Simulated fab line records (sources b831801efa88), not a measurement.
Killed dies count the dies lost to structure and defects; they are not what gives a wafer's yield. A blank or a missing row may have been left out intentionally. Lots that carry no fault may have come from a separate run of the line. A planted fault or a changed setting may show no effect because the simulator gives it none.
A struck lot beside a sound one :: flow gf180mcu :: 17 out of 602 route steps
Sound: wafers L616.3, L616.4, L616.6. The struck wafers were L627.4, L627.5, L627.6. Last of all comes the cause.
For every step that has rows: the tool of each side, followed by ch and its chambers, followed by its first start. Under that, the readings that differ: sound wafers :: struck wafers :: difference of the means :: sigmas: that difference in standard deviations of wafers without a fault.
alike: readings with means less than 2 such deviations apart, plus words and numbers identical on both sides. not compared: withheld readings, readings lacking a value on some wafer, bounds such as >300 that could conceal the same value, and numbers that have no deviation in the record and whose values overlap.
The two part at a step that has a row with sigmas, a row that says differs or no value, or rows on one side only. Numbers that don't overlap but have no deviation are shown without sigmas and don't part them. A reading missing from all wafers of one side parts the sides only when that side holds two or more wafers.

first, 3 steps without rows for these wafers: GF_V2_EXPOSE_11 (exposes mask Via2, target cd 260 nm); GF_V2_PEB_12 (peb time 90 s); GF_V2_DEVELOP_13 (develop time 60 s).
GF_V2_CD_MEAS_14 targets a cd of 260 nm.
  sound on cd sem-01, day 20 06:16; struck on cd sem-01, day 23 21:44
  alike: cd nm
GF_V2_OVL_MEAS_15:
  sound on overlay-01, day 20 06:22; struck on overlay-02, day 23 21:49
  alike: V2_OVL
GF_V2_ETCH_16: etches BARC in N2/H2.
  sound on rie diel-01 ch 1,2,3, day 20 06:23; struck on rie diel-02 ch 0,1,2, day 23 21:50
  alike: drypump motor current A, oes product au, throttle valve pct
GF_V2_ETCH_17: etches SiO2 in C4F8/O2/Ar, stops on TiN, target depth 630 nm.
  sound on rie diel-01 ch 1,2,3; struck on rie diel-02 ch 0,1,2
  alike: oes product au
GF_V2_STRIP_18: strips in O2/N2.
  sound on plasma asher-02 ch 0,1, day 20 06:33; struck on plasma asher-04 ch 0,1, day 23 22:00
  alike: drypump motor current A, heater power w, o2 flow sccm, oes product au
  not compared: rf hours counter h
then, 2 steps without rows for these wafers: GF_V2_STRIP_19 (strips in post etch residue remover, time 1200 s); GF_V2_CLEAN_20 (cleans in DIW).
GF_V2_SPUTTER_21: material Ti, target thk 15 nm, time 80.02 s.
  sound on pvd sputter-03, day 20 07:08; struck on pvd sputter-02, day 23 22:34
  alike: cathode dc power W, substrate temp c, throttle valve pct
GF_V2_SPUTTER_22: material TiN, target thk 10 nm, time 40 s.
  sound on pvd sputter-03, day 20 07:12; struck on pvd sputter-02, day 23 22:38
  alike: cathode dc power W, throttle valve pct
GF_V2_CVD_23: deposits W, target thk 350 nm, time 104.94 s.
  sound on cvd w-01 ch 0,1, day 20 07:16; struck on cvd w-02 ch 0,1, day 23 22:42
  no value came back on the struck wafers for any of 5 readings (chamber pressure Torr (Torr), heater power outer w (W) and others); on the sound wafers chamber pressure Torr (Torr) reads 39.85 40.11 39.95
GF_V2_RS_MEAS_24: measurement is done with a four-point probe.
  sound on film metro-04, day 20 07:23; struck on film metro-01, day 23 22:50
reading: V2_W_RS (ohm/sq)
sound: 0.330 0.332 0.329
struck: 43.690 44.170 43.812
difference: +43.560
sigmas: +99 or more
GF_V2_THK_MEAS_25: measures by xrf.
  sound on film metro-04, day 20 07:29; struck on film metro-01, day 23 22:56
reading: V2_W_THK (nm)
sound: 347 346 348
struck: - - -
difference: no value on the struck wafers
sigmas: 
GF_V2_CMP_26: polishes, stops on SiO2, t overpolish 15 s, target thk 0 nm.
  sound on cmp-02 ch 2,3, day 20 07:32; struck on cmp-02 ch 2,3, day 23 22:58
reading: time to endpoint s (s)
sound: 78 86 78
struck: 3 0 5
difference: -78
sigmas: -15
  alike: motor current A
-- the record jumps here: 8 days lie between the struck wafers' starts before and after (it left off in module V2 and takes up again in module PASSIVATION, whose first step shown is number 602 of the route) --
GF_PASSIVATION_PROBE_99:
  rows exist in the record for the struck wafers here (prober-01, day 31 23:40), but not for the sound ones

== WHERE THEY PART ==
Last at GF_PASSIVATION_PROBE_99 as far as this record goes, first at GF_V2_CVD_23.

WHY: the cause the simulator had injected
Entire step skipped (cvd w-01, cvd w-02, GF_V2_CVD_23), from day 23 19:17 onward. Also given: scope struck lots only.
